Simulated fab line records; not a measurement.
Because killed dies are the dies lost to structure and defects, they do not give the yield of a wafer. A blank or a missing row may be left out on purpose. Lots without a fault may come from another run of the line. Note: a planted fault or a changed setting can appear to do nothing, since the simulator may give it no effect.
Which tool did it? / flow gf180mcu / Sampling: 11 lots, 33 wafers, 5 of 602 route steps

## WHAT EACH GAUGE READ, for each wafer
GF_M1_OVL_MEAS_15.
lot=L646; measured=day 17 01:11; on=overlay-02; M1_OVL (nm)=-3 -3 -2
lot=L647; measured=day 17 07:53; on=overlay-02; M1_OVL (nm)=2 12 -8
lot=L648; measured=day 17 20:53; on=overlay-01; M1_OVL (nm)=-2 0 10
lot=L649; measured=day 18 12:41; on=overlay-02; M1_OVL (nm)=-11 -1 -1
lot=L659; measured=day 22 03:22; on=overlay-02; M1_OVL (nm)=-2 -10 1
lot=L660; measured=day 22 08:28; on=overlay-01; M1_OVL (nm)=-7 -2 -7
lot=L662; measured=day 23 04:31; on=overlay-01; M1_OVL (nm)=4 3 4
lot=L664; measured=day 23 15:39; on=overlay-02; M1_OVL (nm)=5 10 4
lot=L667; measured=day 24 18:26; on=overlay-01; M1_OVL (nm)=4 7 -3
lot=L668; measured=day 24 23:50; on=overlay-01; M1_OVL (nm)=-5 0 1
lot=L669; measured=day 25 03:59; on=overlay-02; M1_OVL (nm)=-2 0 -2

GF_V1_OVL_MEAS_15.
lot=L646; measured=day 18 02:13; on=overlay-02; V1_OVL (nm)=1 2 -10
lot=L647; measured=day 18 08:05; on=overlay-01; V1_OVL (nm)=-11 5 -3
lot=L648; measured=day 18 22:22; on=overlay-01; V1_OVL (nm)=1 -5 1
lot=L649; measured=day 19 14:35; on=overlay-01; V1_OVL (nm)=2 1 5
lot=L659; measured=day 23 04:05; on=overlay-01; V1_OVL (nm)=-4 -9 -10
lot=L660; measured=day 23 08:37; on=overlay-02; V1_OVL (nm)=-5 -9 -5
lot=L662; measured=day 24 04:44; on=overlay-01; V1_OVL (nm)=10 12 4
lot=L664; measured=day 24 15:11; on=overlay-01; V1_OVL (nm)=10 -2 1
lot=L667; measured=day 25 18:02; on=overlay-02; V1_OVL (nm)=-17 -9 -10
lot=L668; measured=day 25 22:01; on=overlay-02; V1_OVL (nm)=-5 -6 -1
lot=L669; measured=day 26 02:50; on=overlay-02; V1_OVL (nm)=-16 -10 -4

GF_V1_RS_MEAS_24: uses a four-point probe to measure.
lot=L646; measured=day 18 03:10; on=film metro-04; V1_W_RS (ohm/sq)=0.331 0.331 0.323
lot=L647; measured=day 18 09:06; on=film metro-02; V1_W_RS (ohm/sq)=0.331 0.332 0.321
lot=L648; measured=day 18 23:17; on=film metro-02; V1_W_RS (ohm/sq)=0.319 0.326 0.327
lot=L649; measured=day 19 15:29; on=film metro-04; V1_W_RS (ohm/sq)=0.335 0.325 0.321
lot=L659; measured=day 23 05:01; on=film metro-04; V1_W_RS (ohm/sq)=0.465 0.327 0.327
lot=L660; measured=day 23 09:35; on=film metro-02; V1_W_RS (ohm/sq)=0.329 0.329 0.330
lot=L662; measured=day 24 05:39; on=film metro-02; V1_W_RS (ohm/sq)=0.312 0.317 0.312
lot=L664; measured=day 24 16:10; on=film metro-03; V1_W_RS (ohm/sq)=0.313 0.321 0.318
lot=L667; measured=day 25 18:58; on=film metro-04; V1_W_RS (ohm/sq)=0.315 0.318 0.316
lot=L668; measured=day 25 22:58; on=film metro-02; V1_W_RS (ohm/sq)=0.331 0.333 0.329
lot=L669; measured=day 26 03:45; on=film metro-03; V1_W_RS (ohm/sq)=0.314 0.313 0.317

GF_V1_THK_MEAS_25: measures by xrf.
lot=L646; measured=day 18 03:16; on=film metro-04; V1_W_THK (nm)=354 352 361
lot=L647; measured=day 18 09:12; on=film metro-02; V1_W_THK (nm)=351 351 363
lot=L648; measured=day 18 23:25; on=film metro-02; V1_W_THK (nm)=364 357 357
lot=L649; measured=day 19 15:37; on=film metro-04; V1_W_THK (nm)=352 359 364
lot=L659; measured=day 23 05:08; on=film metro-04; V1_W_THK (nm)=253 362 360
lot=L660; measured=day 23 09:42; on=film metro-02; V1_W_THK (nm)=358 359 355
lot=L662; measured=day 24 05:46; on=film metro-02; V1_W_THK (nm)=376 367 373
lot=L664; measured=day 24 16:16; on=film metro-03; V1_W_THK (nm)=376 371 373
lot=L667; measured=day 25 19:04; on=film metro-04; V1_W_THK (nm)=373 369 371
lot=L668; measured=day 25 23:03; on=film metro-02; V1_W_THK (nm)=350 349 353
lot=L669; measured=day 26 03:52; on=film metro-03; V1_W_THK (nm)=380 382 378

## EACH LOT AND THE TOOL THAT RAN IT (in order: tool; ch and the chambers of the sampled wafers; start)
lot=L646; GF_V1_CVD_23=cvd w-02 ch 0,1, day 18 03:02
lot=L647; GF_V1_CVD_23=cvd w-01 ch 0,1, day 18 08:59
lot=L648; GF_V1_CVD_23=cvd w-02 ch 0,1, day 18 23:11
lot=L649; GF_V1_CVD_23=cvd w-01 ch 0,1, day 19 15:23
lot=L659; GF_V1_CVD_23=cvd w-02 ch 0,1, day 23 04:55
lot=L660; GF_V1_CVD_23=cvd w-01 ch 0, day 23 09:28
lot=L662; GF_V1_CVD_23=cvd w-01 ch 0,1, day 24 05:32
lot=L664; GF_V1_CVD_23=cvd w-01 ch 0,1, day 24 16:03
lot=L667; GF_V1_CVD_23=cvd w-01 ch 0,1, day 25 18:50
lot=L668; GF_V1_CVD_23=cvd w-02 ch 0,1, day 25 22:50
lot=L669; GF_V1_CVD_23=cvd w-01 ch 0,1, day 26 03:37
- GF_V1_CVD_23: deposits W, target thk 350 nm, time 105.05 s.

## WHAT THE TOOLS THEMSELVES READ (means of the sampled wafers that have a number; where no wafer has one, the mark that the record gives instead)
GF_V1_CVD_23.
lot=L646; tool=cvd w-02; heater power outer w (W)=566; heater power w (W)=928
lot=L647; tool=cvd w-01; heater power outer w (W)=586; heater power w (W)=945
lot=L648; tool=cvd w-02; heater power outer w (W)=560; heater power w (W)=915
lot=L649; tool=cvd w-01; heater power outer w (W)=552; heater power w (W)=896
lot=L659; tool=cvd w-02; heater power outer w (W)=552; heater power w (W)=906
lot=L660; tool=cvd w-01; heater power outer w (W)=629; heater power w (W)=1009
lot=L662; tool=cvd w-01; heater power outer w (W)=599; heater power w (W)=964
lot=L664; tool=cvd w-01; heater power outer w (W)=555; heater power w (W)=906
lot=L667; tool=cvd w-01; heater power outer w (W)=590; heater power w (W)=956
lot=L668; tool=cvd w-02; heater power outer w (W)=556; heater power w (W)=923
lot=L669; tool=cvd w-01; heater power outer w (W)=603; heater power w (W)=968

## THE ANSWER, worked out from the rows above alone
Rule: usual is defined by the lots themselves. Put in order of their means at a reading, lots are off if they are a third of the lots or fewer, leave a main group of 4 or more, and stand apart from it by a gap of 3 or more times the standard deviation of the main group's means; of several such gaps the widest counts. A main group is skipped when, at the precision printed for the reading in the tables above, its means are all equal. Also off: a lot with no number at a reading for which 4 or more lots have one. Any other lot the step has rows for is counted as sound. After the gauges, taken in route order, come the tools' own readings; for these a lot's mean is taken, as printed above. At the first step where some lot is off, the reading lying furthest off is the one used; lots without a number count as furthest.
Off: L659, at GF_V1_RS_MEAS_24 (V1_W_RS). Main group: mean 0.323 ohm/sq, sd 0.0064.
A tool fits if, at a process step before that reading, it ran every lot that is off, and no sound lot after the first of them. Gauges at GF_V1_RS_MEAS_24: tried the same way as those tools. No candidate that was tried fits.

## WHAT WAS PUT IN BY THE SIMULATOR
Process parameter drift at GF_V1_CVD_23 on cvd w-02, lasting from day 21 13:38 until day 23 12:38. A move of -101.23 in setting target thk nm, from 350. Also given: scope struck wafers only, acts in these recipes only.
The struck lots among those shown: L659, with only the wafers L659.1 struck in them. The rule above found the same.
